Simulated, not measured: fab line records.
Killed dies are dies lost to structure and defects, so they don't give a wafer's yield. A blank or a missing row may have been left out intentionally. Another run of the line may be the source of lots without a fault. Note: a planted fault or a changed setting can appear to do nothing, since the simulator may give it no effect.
fab line records	flow sky130
[record] lots = 11	wafers = 33	last-day = 50
route steps=708 shown LOCAL_INTERCONNECT@401 VIA1@481 METAL2@501 VIA2@522 PAD_OPEN@708
lots with no fault: from the same line, run without faults
start-h: start of the lot's first displayed wafer, in hours after the record's first day	wait-h: how many hours have passed since the lot's step before this one	" as in the row above	L1.1+2: a row that stands for several wafers	- no value present, or no start provided	* or withheld: withheld	< > ~ a bound
route shown NAME@n: a module of which the file shows steps, and the number in the route of the first	usual: average and standard deviation across the fault-free wafers	same: alike in all rows	chamber/n: place in a boat	sites: the reading at each site	_std_site: the values' standard deviation	_edge_site: inner sites' mean taken away from outer sites' mean	radius-mm: how far each site lies from the wafer's centre	mask NAME#n: copy n	behind: the most recent tool/chamber to have shaped the wafer	hold: reason for holding the lot/hours on hold/outcome of the hold	device: transistor that didn't switch, given as n, p or np	end of line: the same wafers' tests at the end of the route	for a step that has no rows: nothing shown but its recipe	killed: dies that structure and defects cost at the first sort, which is not the same as the wafer's yield	map: dies across one wafer; x = killed, . = not, _ = none there
set.NAME: setting as actually run; set.NAME@STEP: the setting as run at that earlier step	model.NAME: the simulator's own value behind a step, which no gauge read
steps of the route over a sample of lots; a table a step, a row a wafer
services: when a tool's chamber went out of use (start-h, in hours from the record's first day, below 0 if earlier), for how many hours, and the reason
[[steps]]
[step SKY_LOCAL_INTERCONNECT_METAL_ETCH_14]
[recipe] target-depth-nm = 110	stop-on = PSG	chemistry = Cl2/BCl3	target = TiN	resist-sidewall-deg = 88	pressure-mtorr = 10	icp-w = 900	bias-w = 48.5	Cl2_flow_sccm = 60	bcl3-flow-sccm = 30	time-s = 31.4
[usual] bcl3-flow-sccm = 29.97/0.088	drypump-motor-current-A = 5.7/0.5	oes-product-au = 0.941/0.01	run-length-s = 60.0/0.71	throttle-valve-pct = 21.902/0.011
lot.wafer	tool	chamber	start-h	wait-h	bcl3-flow-sccm	drypump-motor-current-A	oes-product-au	rf-hours-counter-h	run-length-s	throttle-valve-pct
L844.3	rie-metal-02	1	725.75	0.1	29.82	5.8	0.947	-	60.6	21.886
L844.4	"	1	"	"	29.98	5.8	0.946	-	60.3	21.888
L844.5	"	1	"	"	29.94	5.8	0.944	-	60.3	21.908
L845.2	rie-metal-02	1	731.10	0.1	30.09	5.8	0.940	-	60.2	21.907
L845.3	"	1	"	"	30.04	5.8	0.927	-	60.3	21.913
L845.5	"	1	"	"	30.07	5.9	0.937	-	60.6	21.909
L846.4	rie-metal-04	0	744.52	0.0	29.96	4.8	0.950	-	59.4	21.917
L846.5	"	1	"	"	30.03	5.9	0.961	-	59.6	21.899
L846.6	"	0	"	"	30.00	4.8	0.950	-	59.7	21.887
L848.2	rie-metal-04	0	750.35	0.0	29.92	4.8	0.939	8	59.3	21.906
L848.3	"	0	"	"	29.87	4.8	0.942	-	59.9	21.881
L848.4	"	1	"	"	30.00	5.8	0.942	-	59.5	21.911
L850.2	rie-metal-02	0	763.50	0.0	30.09	6.3	0.983	1	53.2	21.893
L850.5	"	1	"	"	30.13	5.8	0.945	-	60.9	21.894
L850.6	"	0	"	"	29.97	6.3	0.982	-	53.0	21.871
L851.1	rie-metal-02	0	769.06	0.0	30.05	6.3	0.981	1	53.4	21.887
L851.4	"	0	"	"	29.89	6.3	0.976	-	52.9	21.881
L851.6	"	0	"	"	30.07	6.2	0.983	-	53.3	21.864
L860.1	rie-metal-04	0	838.97	0.1	30.06	4.8	0.946	11	62.9	21.895
L860.3	"	0	"	"	30.07	4.8	0.965	-	62.8	21.887
L860.6	"	0	"	"	29.96	4.8	0.962	-	62.4	21.897
L863.2	rie-metal-02	1	857.45	0.0	29.98	5.8	0.929	13	60.6	21.917
L863.3	"	1	"	"	29.99	5.9	0.952	-	60.5	21.898
L863.6	"	0	"	"	29.97	6.3	0.922	-	59.4	21.916
L865.2	rie-metal-04	0	875.77	0.0	29.92	4.8	0.935	13	59.5	21.902
L865.4	"	1	"	"	29.93	5.8	0.940	-	59.8	21.915
L865.5	"	0	"	"	30.09	4.8	0.941	-	59.6	21.893
L866.3	rie-metal-02	1	879.29	0.0	29.93	5.8	0.949	-	60.4	21.906
L866.4	"	0	"	"	30.15	6.2	0.933	-	59.7	21.901
L866.5	"	0	"	"	30.01	6.2	0.935	-	59.3	21.897
L867.1	rie-metal-02	0	882.46	0.0	30.03	6.2	0.952	6	59.3	21.899
L867.3	"	1	"	"	29.92	5.9	0.942	-	60.2	21.911
L867.5	"	1	"	"	30.00	5.9	0.939	-	60.3	21.903
[step SKY_LOCAL_INTERCONNECT_STRIP_15]
[recipe] chemistry = O2/N2	power-w = 1400	pressure-mtorr = 1500	platen-temp-c = withheld	o2-flow-sccm = 3000	n2-flow-sccm = 300	overash-fraction = 0.5
[usual] drypump-motor-current-A = 5.5/0.47	oes-product-au = 0.426/0.0045	strip-time-to-endpoint-s = 4.714/0.02
lot.wafer	tool	chamber	start-h	wait-h	drypump-motor-current-A	oes-product-au	rf-hours-counter-h	strip-time-to-endpoint-s
L844.3	plasma-asher-03	1	725.85	0.1	6.3	0.423	-	4.749
L844.4	"	0	"	"	4.9	0.432	-	4.723
L844.5	"	0	"	"	4.9	0.427	-	4.738
L845.2	plasma-asher-04	1	731.19	0.1	5.9	0.431	91	4.735
L845.3	"	1	"	"	6.0	0.423	-	4.713
L845.5	"	0	"	"	5.8	0.422	-	4.724
L846.4	plasma-asher-02	0	744.59	0.1	4.9	0.421	-	4.690
L846.5	"	0	"	"	5.0	0.428	-	4.722
L846.6	"	1	"	"	5.4	0.428	-	4.690
L848.2	plasma-asher-02	1	750.40	0.0	5.4	0.434	31	4.695
L848.3	"	1	"	"	5.4	0.420	-	4.717
L848.4	"	0	"	"	5.0	0.429	-	4.734
L850.2	plasma-asher-02	0	763.55	0.0	5.0	0.434	32	4.813
L850.5	"	1	"	"	5.4	0.419	-	4.722
L850.6	"	0	"	"	5.0	0.435	-	4.840
L851.1	plasma-asher-02	1	769.11	0.0	5.4	0.429	33	4.842
L851.4	"	1	"	"	5.4	0.438	-	4.849
L851.6	"	1	"	"	5.4	0.423	-	4.849
L860.1	plasma-asher-02	0	839.04	0.0	4.9	0.424	41	4.694
L860.3	"	1	"	"	5.4	0.420	-	4.693
L860.6	"	1	"	"	5.3	0.427	-	4.672
L863.2	plasma-asher-04	1	857.50	0.0	6.0	0.428	102	4.693
L863.3	"	1	"	"	6.0	0.423	-	4.680
L863.6	"	0	"	"	5.7	0.429	-	4.723
L865.2	plasma-asher-04	1	875.82	0.0	5.9	0.421	104	4.674
L865.4	"	0	"	"	5.8	0.426	-	4.682
L865.5	"	1	"	"	6.0	0.426	-	4.679
L866.3	plasma-asher-04	0	879.36	0.1	5.7	0.427	-	4.694
L866.4	"	1	"	"	6.0	0.426	-	4.744
L866.5	"	1	"	"	6.0	0.424	-	4.749
L867.1	plasma-asher-02	1	882.51	0.0	5.4	0.426	45	4.729
L867.3	"	1	"	"	5.4	0.422	-	4.680
L867.5	"	1	"	"	5.4	0.417	-	4.686
[step SKY_VIA1_THK_MEAS_23]
[recipe] thk-meas-gauge = xrf	reads = W_of_VIA1_CVD_21
[usual] VIA1_W_THK = 261/4.7
lot.wafer	tool	chamber	start-h	wait-h	VIA1_W_THK[nm]
L844.3	film-metro-03	-	810.87	0.1	255
L844.4	"	-	"	"	252
L844.5	"	-	"	"	254
L845.2	film-metro-03	-	819.17	0.1	254
L845.3	"	-	"	"	255
L845.5	"	-	"	"	254
L846.4	film-metro-01	-	830.19	0.1	261
L846.5	"	-	"	"	264
L846.6	"	-	"	"	271
L848.2	film-metro-02	-	835.53	0.1	264
L848.3	"	-	"	"	260
L848.4	"	-	"	"	260
L850.5	film-metro-01	-	849.21	0.1	269
L860.1	film-metro-02	-	922.01	0.1	259
L860.3	"	-	"	"	268
L860.6	"	-	"	"	266
L863.2	film-metro-02	-	939.03	0.1	267
L863.3	"	-	"	"	265
L863.6	"	-	"	"	265
L865.2	film-metro-03	-	957.01	0.1	254
L865.4	"	-	"	"	252
L865.5	"	-	"	"	254
L866.3	film-metro-03	-	958.68	0.1	258
L866.4	"	-	"	"	262
L866.5	"	-	"	"	261
L867.1	film-metro-01	-	962.47	0.1	264
L867.3	"	-	"	"	264
L867.5	"	-	"	"	258
[step SKY_METAL2_ETCH_18]
[recipe] chemistry = N2/H2	target = BARC	ion-energy-ev = 200	bias-w = 100	pressure-mtorr = 30	n2-flow-sccm = 100	h2-flow-sccm = 200	icp-w = 500	stop-on = SiO2	time-s = 45.9	target-depth-a = 600
[usual] drypump-motor-current-A = 5.7/0.42	oes-product-au = 0.854/0.0049	run-length-s = 74.5/0.41	throttle-valve-pct = 13.226/0.009
[same] time-s = 45.9
lot.wafer	tool	chamber	start-h	wait-h	drypump-motor-current-A	oes-product-au	rf-hours-counter-h	run-length-s	throttle-valve-pct
L844.3	rie-metal-03	0	838.10	0.0	5.3	0.857	-	74.2	13.213
L844.4	"	1	"	"	6.0	0.850	-	74.5	13.225
L844.5	"	0	"	"	5.3	0.858	-	74.3	13.230
L845.2	rie-metal-02	0	846.77	0.0	6.2	0.856	4	73.8	13.210
L845.3	"	0	"	"	6.3	0.855	-	73.8	13.230
L845.5	"	0	"	"	6.2	0.852	-	73.9	13.237
L846.4	rie-metal-03	0	858.09	0.0	5.3	0.848	-	74.7	13.215
L846.5	"	1	"	"	6.0	0.854	-	75.1	13.234
L846.6	"	0	"	"	5.3	0.854	-	74.3	13.228
L848.2	rie-metal-02	1	863.67	0.0	5.9	0.851	13	75.6	13.226
L848.3	"	0	"	"	6.2	0.854	-	73.8	13.232
L848.4	"	1	"	"	5.8	0.851	-	74.7	13.214
L850.5	rie-metal-02	1	877.32	0.0	5.8	0.852	-	74.6	13.223
L860.1	rie-metal-01	1	947.32	0.0	6.0	0.853	16	74.7	13.226
L860.3	"	1	"	"	5.9	0.856	-	74.5	13.232
L860.6	"	1	"	"	5.9	0.852	-	74.5	13.229
L863.2	rie-metal-01	0	963.82	0.0	5.1	0.856	6	74.6	13.234
L863.3	"	0	"	"	5.1	0.855	-	74.0	13.228
L863.6	"	1	"	"	5.9	0.859	-	75.0	13.225
L865.2	rie-metal-03	1	981.38	0.0	6.0	0.858	8	74.8	13.232
L865.4	"	0	"	"	5.3	0.847	-	74.3	13.225
L865.5	"	1	"	"	6.0	0.855	-	74.8	13.234
L866.3	rie-metal-01	1	983.30	0.0	5.9	0.857	-	74.6	13.228
L866.4	"	0	"	"	5.1	0.848	-	74.1	13.218
L866.5	"	1	"	"	5.9	0.859	-	74.9	13.211
L867.1	rie-metal-02	0	987.19	0.0	6.3	0.851	11	73.9	13.216
L867.3	"	1	"	"	5.9	0.862	-	74.9	13.222
L867.5	"	1	"	"	5.8	0.851	-	74.9	13.240
[step SKY_VIA2_ETCH_15]
[recipe] target = SiO2	chemistry = C4F8/O2/Ar	target-depth-nm = 546	stop-on = TiN	mask-material = KrF-thick	source-w = 1500	bias-w = 1200	pressure-mtorr = 40	c4f8-flow-sccm = withheld	O2_flow_sccm = 6	Ar_flow_sccm = 300	time-s = 84
[usual] oes-product-au = 0.940/0.005	run-length-s = 112.3/0.45
[same] time-s = 84
lot.wafer	tool	chamber	start-h	wait-h	oes-product-au	rf-hours-counter-h	run-length-s
L844.3	rie-diel-02	3	866.03	0.0	0.936	1	112.4
L844.4	"	1	"	"	0.940	-	112.3
L844.5	"	2	"	"	0.936	-	112.9
L845.2	rie-diel-02	0	875.13	0.0	0.933	0	112.6
L845.3	"	1	"	"	0.946	8	111.8
L845.5	"	3	"	"	0.944	-	112.4
L846.4	rie-diel-03	0	886.48	0.0	0.945	16	112.1
L846.5	"	0	"	"	0.946	-	112.1
L846.6	"	1	"	"	0.944	-	112.5
L848.2	rie-diel-01	0	891.18	0.0	0.938	12	111.5
L848.3	"	2	"	"	0.944	7	112.1
L848.4	"	1	"	"	0.940	25	112.1
L850.5	rie-diel-03	2	904.16	0.0	0.945	-	112.8
L860.1	rie-diel-01	3	972.59	0.0	0.933	8	111.8
L860.3	"	2	"	"	0.940	9	112.0
L860.6	"	1	"	"	0.937	-	112.2
L863.2	rie-diel-03	1	988.64	0.0	0.942	16	112.4
L863.3	"	0	"	"	0.939	20	112.2
L863.6	"	1	"	"	0.937	-	112.3
L865.2	rie-diel-03	1	1005.94	0.0	0.936	17	112.1
L865.4	"	2	"	"	0.938	27	113.1
L865.5	"	3	"	"	0.944	-	112.3
L866.3	rie-diel-01	2	1008.14	0.0	0.940	10	112.2
L866.4	"	3	"	"	0.938	-	112.4
L866.5	"	2	"	"	0.938	-	112.0
L867.1	rie-diel-03	3	1012.34	0.0	0.936	20	111.7
L867.3	"	2	"	"	0.941	28	113.2
L867.5	"	3	"	"	0.938	-	111.8
[step SKY_PAD_OPEN_PROBE_99]
[usual] killed_at_M0_to_M3 = 43/7	killed_at_M4_up = 3.1/1.9	killed-at-contacts = 25/6.1	killed-at-front-end = 15/4.5	killed-at-other = 0.3/0.55	killed-dies = 87/8.9	killed-on-rim = 17/4	killed-open = 47/6.4	killed-short = 40/6.6
[same] gross-dies = 492	killed-at-back-side = 0
lot.wafer	tool	chamber	start-h	wait-h	hold	killed_at_M0_to_M3	killed_at_M4_up	killed-at-contacts	killed-at-front-end	killed-at-other	killed-dies	killed-on-rim	killed-open	killed-short
L844.3	prober-02	-	1091.30	0.2	-	41	3	26	14	0	84	8	45	39
L844.4	prober-02	-	1091.35	0.2	-	33	0	36	14	0	83	16	51	32
L844.5	prober-02	-	1091.40	0.2	-	49	5	28	14	1	97	17	49	47
L845.2	prober-01	-	1098.48	0.1	-	46	3	20	16	0	85	21	45	39
L845.3	prober-01	-	1098.53	0.2	-	56	3	22	11	0	92	18	40	50
L845.5	prober-01	-	1098.63	0.2	-	62	2	23	12	1	100	23	58	41
L846.4	prober-01	-	1109.27	0.2	-	51	7	34	19	0	111	16	51	60
L846.5	prober-01	-	1109.32	0.2	-	40	7	31	11	0	89	8	42	45
L846.6	prober-01	-	1109.37	0.2	-	46	4	21	16	0	87	18	45	41
L848.2	prober-02	-	1110.67	0.1	-	48	4	21	14	0	87	15	52	35
L848.3	prober-02	-	1110.72	0.2	-	34	3	18	27	0	82	15	45	37
L848.4	prober-02	-	1110.77	0.2	-	40	0	21	18	0	79	11	38	41
L850.2	prober-02	-	1121.77	0.1	await-dispo/1.8h/release	44	2	424	22	0	492	96	45	50
L850.5	prober-02	-	1121.92	0.2	await-dispo/1.8h/release	32	9	12	13	0	66	14	36	28
L850.6	prober-02	-	1121.97	0.2	await-dispo/1.8h/release	43	2	435	11	1	492	96	43	41
L851.1	prober-01	-	1133.58	0.1	await-dispo/2.2h/release	52	0	425	15	0	492	96	51	44
L851.4	prober-01	-	1133.73	0.2	await-dispo/2.2h/release	49	4	417	21	1	492	96	48	53
L851.6	prober-01	-	1133.83	0.2	await-dispo/2.2h/release	45	3	425	19	0	492	96	48	34
L860.1	prober-02	-	1178.56	0.1	-	53	1	24	17	0	95	21	49	46
L860.3	prober-02	-	1178.66	0.2	-	44	2	21	14	2	83	13	39	44
L860.6	prober-02	-	1178.81	0.2	-	46	3	22	16	0	87	15	44	43
L863.2	prober-01	-	1185.31	0.1	-	36	8	30	18	0	92	19	47	44
L863.3	prober-01	-	1185.36	0.2	-	42	2	23	10	0	77	20	36	41
L863.6	prober-01	-	1185.51	0.2	-	36	2	32	11	0	81	13	44	37
L866.3	prober-01	-	1198.81	0.2	-	45	3	24	14	0	86	14	37	48
L866.4	prober-01	-	1198.86	0.2	-	44	2	25	18	0	89	18	52	37
L866.5	prober-01	-	1198.91	0.2	-	39	5	13	8	0	65	16	41	24
L865.2	prober-02	-	1201.98	0.1	-	38	5	21	19	0	83	16	43	40
L865.4	prober-02	-	1202.08	0.2	-	41	4	31	16	0	92	15	45	47
L865.5	prober-02	-	1202.13	0.2	-	42	1	27	27	1	98	22	53	45
L867.1	prober-01	-	1204.27	0.1	-	47	2	18	18	1	86	21	40	46
L867.3	prober-01	-	1204.37	0.2	-	40	1	22	15	0	78	14	39	39
L867.5	prober-01	-	1204.47	0.2	-	49	3	26	23	0	101	28	47	54
// killed by level:class
L844.3 FIELD_ISO:geometric-particle:open=7 CONTACT:geometric-particle:open=7 VIA1:geometric-particle:open=7 LI_CONTACT:geometric-particle:open=6 VIA1:geometric-particle:short=6 METAL2:geometric-particle:short=5 VIA3:geometric-particle:open=5 METAL3:geometric-particle:short=5
L844.4 CONTACT:geometric-particle:open=19 CONTACT:geometric-particle:short=10 VIA1:geometric-particle:open=8 VIA2:geometric-particle:open=7 VIA3:geometric-particle:open=6 LI_CONTACT:geometric-particle:open=5 POLY_GATE:geometric-particle:short=4 VIA1:geometric-particle:short=4
L844.5 VIA1:geometric-particle:short=11 CONTACT:geometric-particle:open=10 VIA1:geometric-particle:open=9 VIA2:geometric-particle:open=8 LI_CONTACT:geometric-particle:short=6 LI_CONTACT:geometric-particle:open=6 VIA2:geometric-particle:short=5 FIELD_ISO:geometric-particle:open=4
L845.2 VIA1:geometric-particle:open=12 VIA2:geometric-particle:open=11 CONTACT:geometric-particle:open=10 CONTACT:geometric-particle:short=6 FIELD_ISO:geometric-particle:open=5 VIA1:geometric-particle:short=5 METAL2:geometric-particle:short=4 VIA3:geometric-particle:open=4
L845.3 VIA1:geometric-particle:open=12 VIA1:geometric-particle:short=12 VIA2:geometric-particle:open=8 METAL3:geometric-particle:short=6 CONTACT:geometric-particle:open=5 VIA2:geometric-particle:short=4 LI_CONTACT:geometric-particle:open=4 LOCAL_INTERCONNECT:geometric-particle:short=4
L845.5 VIA1:geometric-particle:open=17 CONTACT:geometric-particle:open=13 VIA1:geometric-particle:short=10 VIA3:geometric-particle:open=8 METAL2:geometric-particle:short=7 FIELD_ISO:geometric-particle:open=6 VIA3:geometric-particle:short=6 VIA2:geometric-particle:open=5
L846.4 CONTACT:geometric-particle:open=12 VIA1:geometric-particle:short=9 LI_CONTACT:geometric-particle:open=7 CONTACT:geometric-particle:short=7 VIA1:geometric-particle:open=6 METAL2:geometric-particle:short=6 VIA3:geometric-particle:open=6 FIELD_ISO:geometric-particle:short=5
L846.5 VIA1:geometric-particle:open=9 LI_CONTACT:geometric-particle:open=8 LOCAL_INTERCONNECT:geometric-particle:short=8 CONTACT:geometric-particle:short=6 CONTACT:geometric-particle:open=6 VIA3:geometric-particle:open=6 VIA1:geometric-particle:short=5 METAL2:geometric-particle:short=5
L846.6 CONTACT:geometric-particle:open=9 VIA1:geometric-particle:open=8 VIA3:geometric-particle:open=8 METAL1:geometric-particle:short=8 FIELD_ISO:geometric-particle:short=7 LI_CONTACT:geometric-particle:open=5 METAL3:geometric-particle:short=5 VIA3:geometric-particle:short=5
L848.2 CONTACT:geometric-particle:open=12 VIA1:geometric-particle:open=10 METAL2:geometric-particle:short=10 FIELD_ISO:geometric-particle:open=8 METAL1:geometric-particle:short=6 VIA3:geometric-particle:open=6 VIA2:geometric-particle:open=4 LI_CONTACT:geometric-particle:open=3
L848.3 VIA1:geometric-particle:open=10 FIELD_ISO:geometric-particle:short=9 CONTACT:geometric-particle:open=9 FIELD_ISO:geometric-particle:open=6 VIA3:geometric-particle:short=6 VIA1:geometric-particle:short=5 POLY_GATE:geometric-particle:short=4 POLY_GATE:geometric-particle:open=4
L848.4 VIA3:geometric-particle:open=9 FIELD_ISO:geometric-particle:short=7 CONTACT:geometric-particle:short=7 CONTACT:geometric-particle:open=6 VIA1:geometric-particle:open=6 METAL1:geometric-particle:short=6 METAL2:geometric-particle:short=6 FIELD_ISO:geometric-particle:open=5
L850.2 LOCAL_INTERCONNECT:area-etch=395 CONTACT:geometric-particle:open=9 VIA1:geometric-particle:open=8 FIELD_ISO:geometric-particle:short=7 VIA2:geometric-particle:short=7 CONTACT:geometric-particle:short=6 LI_CONTACT:geometric-particle:open=6 LOCAL_INTERCONNECT:geometric-particle:short=5
L850.5 VIA1:geometric-particle:open=6 METAL2:geometric-particle:short=6 VIA3:geometric-particle:open=6 METAL4:geometric-particle:short=6 FIELD_ISO:geometric-particle:open=5 CONTACT:geometric-particle:open=5 VIA2:geometric-particle:open=5 LI_CONTACT:geometric-particle:open=3
L850.6 LOCAL_INTERCONNECT:area-etch=408 CONTACT:geometric-particle:open=11 LI_CONTACT:geometric-particle:open=7 VIA1:geometric-particle:open=7 VIA2:geometric-particle:open=7 METAL1:geometric-particle:short=6 VIA1:geometric-particle:short=5 METAL3:geometric-particle:short=5
L851.1 LOCAL_INTERCONNECT:area-etch=397 CONTACT:geometric-particle:open=11 LI_CONTACT:geometric-particle:open=10 VIA1:geometric-particle:open=9 VIA1:geometric-particle:short=8 VIA2:geometric-particle:open=8 METAL1:geometric-particle:short=7 VIA3:geometric-particle:short=7
L851.4 LOCAL_INTERCONNECT:area-etch=391 VIA1:geometric-particle:open=10 FIELD_ISO:geometric-particle:short=8 LI_CONTACT:geometric-particle:open=8 VIA1:geometric-particle:short=8 VIA2:geometric-particle:open=8 CONTACT:geometric-particle:short=6 CONTACT:geometric-particle:open=6
L851.6 LOCAL_INTERCONNECT:area-etch=410 VIA1:geometric-particle:open=16 VIA2:geometric-particle:open=9 FIELD_ISO:geometric-particle:short=6 CONTACT:geometric-particle:open=5 FIELD_ISO:geometric-particle:open=5 METAL1:geometric-particle:short=5 VIA3:geometric-particle:open=4
L860.1 CONTACT:geometric-particle:open=8 VIA1:geometric-particle:open=8 METAL2:geometric-particle:short=8 LI_CONTACT:geometric-particle:open=7 VIA1:geometric-particle:short=7 VIA2:geometric-particle:open=7 FIELD_ISO:geometric-particle:open=5 POLY_GATE:geometric-particle:short=5
L860.3 VIA2:geometric-particle:open=7 FIELD_ISO:geometric-particle:open=6 CONTACT:geometric-particle:short=6 VIA3:geometric-particle:open=6 METAL2:geometric-particle:short=6 CONTACT:geometric-particle:open=5 METAL1:geometric-particle:short=5 VIA1:geometric-particle:short=5
L860.6 VIA1:geometric-particle:open=14 FIELD_ISO:geometric-particle:short=7 CONTACT:geometric-particle:short=6 VIA1:geometric-particle:short=6 LI_CONTACT:geometric-particle:open=5 CONTACT:geometric-particle:open=5 VIA2:geometric-particle:open=5 FIELD_ISO:geometric-particle:open=4
L863.2 CONTACT:geometric-particle:open=10 LI_CONTACT:geometric-particle:open=8 CONTACT:geometric-particle:short=7 VIA1:geometric-particle:open=7 FIELD_ISO:geometric-particle:short=6 METAL4:geometric-particle:short=6 METAL1:geometric-particle:short=5 POLY_GATE:geometric-particle:short=4
L863.3 CONTACT:geometric-particle:open=10 METAL2:geometric-particle:short=9 LI_CONTACT:geometric-particle:open=6 VIA1:geometric-particle:short=6 VIA1:geometric-particle:open=6 VIA3:geometric-particle:open=6 LOCAL_INTERCONNECT:geometric-particle:short=5 FIELD_ISO:geometric-particle:short=4
L863.6 CONTACT:geometric-particle:open=13 VIA1:geometric-particle:open=8 LI_CONTACT:geometric-particle:open=7 VIA3:geometric-particle:open=7 CONTACT:geometric-particle:short=5 METAL2:geometric-particle:short=5 LOCAL_INTERCONNECT:geometric-particle:short=4 FIELD_ISO:geometric-particle:open=3
L866.3 VIA1:geometric-particle:short=9 VIA2:geometric-particle:open=9 VIA1:geometric-particle:open=8 CONTACT:geometric-particle:short=8 METAL2:geometric-particle:short=7 LOCAL_INTERCONNECT:geometric-particle:short=6 FIELD_ISO:geometric-particle:open=5 VIA3:geometric-particle:short=5
L866.4 VIA1:geometric-particle:open=18 CONTACT:geometric-particle:open=12 POLY_GATE:geometric-particle:short=6 VIA3:geometric-particle:open=6 LOCAL_INTERCONNECT:geometric-particle:short=5 FIELD_ISO:geometric-particle:short=4 VIA2:geometric-particle:open=4 FIELD_ISO:geometric-particle:open=3
L866.5 VIA1:geometric-particle:open=9 CONTACT:geometric-particle:open=9 VIA2:geometric-particle:open=8 VIA3:geometric-particle:open=6 METAL2:geometric-particle:short=4 METAL3:geometric-particle:short=3 METAL1:geometric-particle:short=3 METAL4:geometric-particle:short=3
L865.2 POLY_GATE:geometric-particle:short=7 LI_CONTACT:geometric-particle:open=7 CONTACT:geometric-particle:open=7 VIA1:geometric-particle:open=6 METAL1:geometric-particle:short=6 VIA2:geometric-particle:open=6 METAL2:geometric-particle:short=6 FIELD_ISO:geometric-particle:open=5
L865.4 VIA1:geometric-particle:open=14 CONTACT:geometric-particle:open=12 CONTACT:geometric-particle:short=11 FIELD_ISO:geometric-particle:short=7 POLY_GATE:geometric-particle:short=4 LI_CONTACT:geometric-particle:open=4 VIA3:geometric-particle:open=4 VIA2:geometric-particle:short=4
L865.5 CONTACT:geometric-particle:open=9 VIA2:geometric-particle:open=9 POLY_GATE:geometric-particle:short=8 LI_CONTACT:geometric-particle:open=8 METAL2:geometric-particle:short=8 FIELD_ISO:geometric-particle:open=7 VIA1:geometric-particle:open=6 CONTACT:geometric-particle:short=6
L867.1 POLY_GATE:geometric-particle:short=7 VIA3:geometric-particle:open=7 CONTACT:geometric-particle:open=7 VIA1:geometric-particle:open=7 METAL1:geometric-particle:short=6 VIA2:geometric-particle:open=5 METAL2:geometric-particle:short=5 METAL3:geometric-particle:short=4
L867.3 CONTACT:geometric-particle:open=9 VIA3:geometric-particle:open=8 VIA1:geometric-particle:open=7 FIELD_ISO:geometric-particle:short=6 METAL2:geometric-particle:short=5 LI_CONTACT:geometric-particle:short=4 METAL1:geometric-particle:short=4 CONTACT:geometric-particle:short=4
L867.5 VIA1:geometric-particle:open=11 METAL1:geometric-particle:short=8 FIELD_ISO:geometric-particle:short=7 POLY_GATE:geometric-particle:short=7 LI_CONTACT:geometric-particle:open=7 CONTACT:geometric-particle:open=7 CONTACT:geometric-particle:short=7 METAL2:geometric-particle:short=7
[[services]]
tool	chamber	start-h	hours	kind
rie-metal-02	-	742.88	1.7	repair
rie-diel-02	2	759.63	2.4	repair
rie-metal-01	0	761.55	1.1	repair
rie-diel-01	0	765.25	10.4	repair
rie-diel-01	-	766.00	28.1	pm
rie-diel-03	1	804.36	7.5	repair
rie-metal-02	-	810.71	0.8	repair
rie-metal-02	-	812.68	0.4	repair
plasma-asher-04	-	813.30	14.6	pm
rie-diel-01	-	816.37	1.9	repair
rie-diel-01	2	837.90	5.1	repair
rie-diel-02	-	859.11	0.7	repair
rie-metal-01	0	865.41	6.5	repair
rie-metal-02	1	882.80	4.5	repair
rie-metal-04	-	902.57	0.6	repair
rie-diel-03	1	906.54	11.6	repair
plasma-asher-02	-	918.72	3.2	repair
rie-diel-02	0	938.22	9.7	repair
plasma-asher-04	-	943.23	3.5	repair
plasma-asher-02	-	943.61	5.7	repair
rie-metal-03	1	966.46	2.9	repair
rie-diel-01	0	968.67	1.9	repair
rie-metal-04	0	972.85	15.9	repair
rie-diel-01	0	1002.78	9.4	repair
[[key]]
[first-sign] step = SKY_LOCAL_INTERCONNECT_METAL_ETCH_14	reading = run-length-s	direction = down	sigmas = 9.6	usual = *	struck = *
[effect] step = SKY_LOCAL_INTERCONNECT_METAL_ETCH_14	reading = oes-product-au	direction = up	sigmas = 3.9	usual = 0.941	struck = 0.981
[effect] step = SKY_LOCAL_INTERCONNECT_STRIP_15	reading = strip-time-to-endpoint-s	direction = up	sigmas = 6.1	usual = *	struck = *
[effect] step = SKY_PAD_OPEN_PROBE_99	reading = killed-at-contacts	direction = up	sigmas = 66	usual = 25	struck = 425
[more-kills-born-at] SKY_LOCAL_INTERCONNECT_METAL_ETCH_14@rie-metal-02 = 2001
met-at SKY_LOCAL_INTERCONNECT_METAL_ETCH_14
struck-lots L850,L851
struck-wafers L850.2,L850.6,L851.1,L851.4,L851.6
later-rows-left-out L850.2,L850.6,L851.1,L851.4,L851.6
tester-left-out L850,L851
not-acting-at SKY_VIA1_THK_MEAS_23,SKY_METAL2_ETCH_18,SKY_VIA2_ETCH_15
[fault] kind = process-parameter-drift	tool = rie-metal-02	chamber = 0	onset-h = 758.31	steps = SKY_LOCAL_INTERCONNECT_METAL_ETCH_14	channel = time-s	offset = *	shape = step	end-h = 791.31	acts-in = *	stated = *
// tester-left-out: of these lots the tester's yield and bins aren't shown, on N5 and GAA mostly nor the transistor test; their killed dies are dies lost to structure and defects alone, not to doping, threshold or leakage, so they don't give the yield
// later-rows-left-out: the simulator's readings of these wafers behind a module that went badly wrong aren't trusted and aren't shown, but for the sort
